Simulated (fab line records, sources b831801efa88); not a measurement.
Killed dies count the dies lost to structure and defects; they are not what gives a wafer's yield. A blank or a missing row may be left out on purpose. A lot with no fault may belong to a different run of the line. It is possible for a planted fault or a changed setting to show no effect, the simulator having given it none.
Which tool did it? | flow gf180mcu | Sampling: 6 lots, 18 wafers, 3 of 602 route steps

== WHAT EACH GAUGE READ, for each wafer ==
GF_MIM_THK_MEAS_06.
lot  | measured     | on            | MIM_CVD_05_THK (nm)
L662 | day 24 20:45 | film-metro-04 | 40.9 43.1 41.6
L663 | day 26 02:36 | film-metro-01 | 42.3 41.4 41.6
L666 | day 27 03:04 | film-metro-02 | 40.7 41.6 41.7
L669 | day 28 03:14 | film-metro-02 | 42.0 42.5 41.6
L672 | day 28 16:07 | film-metro-01 | 42.6 42.2 42.8
L680 | day 30 16:39 | film-metro-02 | 37.3 42.6 37.7

== TOOL THAT RAN EACH LOT (tool first, then ch and the chambers of the sampled wafers, then the start) ==
lot  | GF_V4_STRIP_18                       | GF_MIM_CVD_05
L662 | plasma-asher-03 ch 0,1, day 24 19:10 | pecvd-04 ch 0,2, day 24 20:42
L663 | plasma-asher-03 ch 0,1, day 26 01:01 | pecvd-03 ch 0,1,2, day 26 02:33
L666 | plasma-asher-04 ch 0,1, day 27 01:32 | pecvd-03 ch 0,1,2, day 27 03:02
L669 | plasma-asher-04 ch 0,1, day 28 01:46 | pecvd-02 ch 0,1,2, day 28 03:11
L672 | plasma-asher-04 ch 0,1, day 28 14:38 | pecvd-02 ch 0,1, day 28 16:05
L680 | plasma-asher-01 ch 0,1, day 30 15:08 | pecvd-03 ch 0,1, day 30 16:37
- GF_V4_STRIP_18: strips in O2/N2.
- GF_MIM_CVD_05: deposits Si3N4, target thk 42 nm, time 29.086 s.

== THE ANSWER, worked out from the rows above alone ==
Rule: usual is defined by the lots themselves. Put in order of their means at a reading, lots are off if they are a third of the lots or fewer, leave a main group of 4 or more, and stand apart from it by a gap of 3 or more times the standard deviation of the main group's means; of several such gaps the widest counts. Not used: any main group whose means are identical at the precision the tables above print for the reading. A lot without any number at a reading at which 4 lots or more have one is off too. All remaining lots with rows at the step are treated as sound.
Off: L680, at GF_MIM_THK_MEAS_06 (MIM_CVD_05_THK). The main group: mean 41.9 nm, standard deviation 0.39.
If a tool, at a process step before that reading, ran all the lots that are off and no sound lot after the first of them, it fits. Those tools and the gauges at GF_MIM_THK_MEAS_06 are tried in the same way. Can't be told from this: 3 tools fit, plasma-asher-01 at GF_V4_STRIP_18, pecvd-03 at GF_MIM_CVD_05, film-metro-02 at GF_MIM_THK_MEAS_06.

== WHAT THE SIMULATOR PUT IN ==
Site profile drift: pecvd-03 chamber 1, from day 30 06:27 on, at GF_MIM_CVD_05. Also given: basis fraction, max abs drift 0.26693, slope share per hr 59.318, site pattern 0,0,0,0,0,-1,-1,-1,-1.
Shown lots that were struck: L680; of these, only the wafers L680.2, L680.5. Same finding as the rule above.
